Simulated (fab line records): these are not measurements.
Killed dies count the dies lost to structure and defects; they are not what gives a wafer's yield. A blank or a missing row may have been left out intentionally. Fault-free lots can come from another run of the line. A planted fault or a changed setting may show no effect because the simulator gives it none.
The same fault as seen by 2 desks -- flow sky130 -- only its own numbers are on each desk; what lay behind them is given at the end

== AT THE TOOL OWNER'S DESK: implanter-02 ==
The tool's own readings at SKY_NWELL_IMPLANT_11, given as means over the sampled wafers that have a number, one for each lot that went through this tool. The brackets show how far a lot's mean lies from the usual mean; more than 4 standard deviations puts the lot out of limits, marked OUT.
Columns: A = dose ions cm2 at SKY_NWELL_IMPLANT_11, usual 1.9003e+13
lot,first seen here,A
L970,day 5 04:08,1.9002e+13
L979,day 7 05:24,1.8393e+13 (-27) OUT
L981,day 7 10:27,1.8411e+13 (-26) OUT
This desk's finding: out of limits on L979, L981; first on L979, day 7 05:24 (dose ions cm2 at SKY_NWELL_IMPLANT_11). In limits: L970.

== AT THE METROLOGY DESK ==
Lot by lot, what the gauges showed, no matter which tool ran the lot: averages of those sampled wafers that carry a number. The brackets show how far a lot's mean lies from the usual mean; more than 4 standard deviations puts the lot out of limits, marked OUT.
Columns: A = NWELL_RS at SKY_NWELL_RS_MEAS_29, usual 624.7 ohm/sq
lot,first seen here,A
L969,day 5 14:38,622.1
L971,day 5 20:07,621.6
L970,day 5 23:14,625.9
L972,day 6 05:28,623.8
L979,day 8 02:04,635.4 (+5.3) OUT
L980,day 8 05:46,623.9
L981,day 8 07:40,638.2 (+6.7) OUT
L982,day 8 11:51,623.4
L985,day 9 10:08,625.8
L987,day 9 20:45,624.8
L988,day 10 02:03,624.1
L990,day 10 17:56,622.3
L991,day 10 20:27,628.1
L992,day 11 04:58,626.1
This desk's result: L979, L981 out of limits, first on L979 (NWELL_RS at SKY_NWELL_RS_MEAS_29), day 8 02:04. In limits: L969, L971, L970, L972, L980, L982, L985, L987, L988, L990, L991, L992.

== PUT TOGETHER ==
At day 7 05:24, on L979, L981, the tool owner's desk was in a position to raise an alarm.
An alarm was possible from the metrology desk at day 8 02:04, on L979, L981.
On implanter-02, each named lot ran SKY_NWELL_IMPLANT_11.

== WHAT WAS PUT IN BY THE SIMULATOR ==
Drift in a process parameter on implanter-02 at SKY_NWELL_IMPLANT_11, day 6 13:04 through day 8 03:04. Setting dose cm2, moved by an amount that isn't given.
Shown lots that were struck: L979, L981.
Time in hours from fault onset to the first out-of-limits reading at each desk: tool owner's desk 16, metrology desk 37.
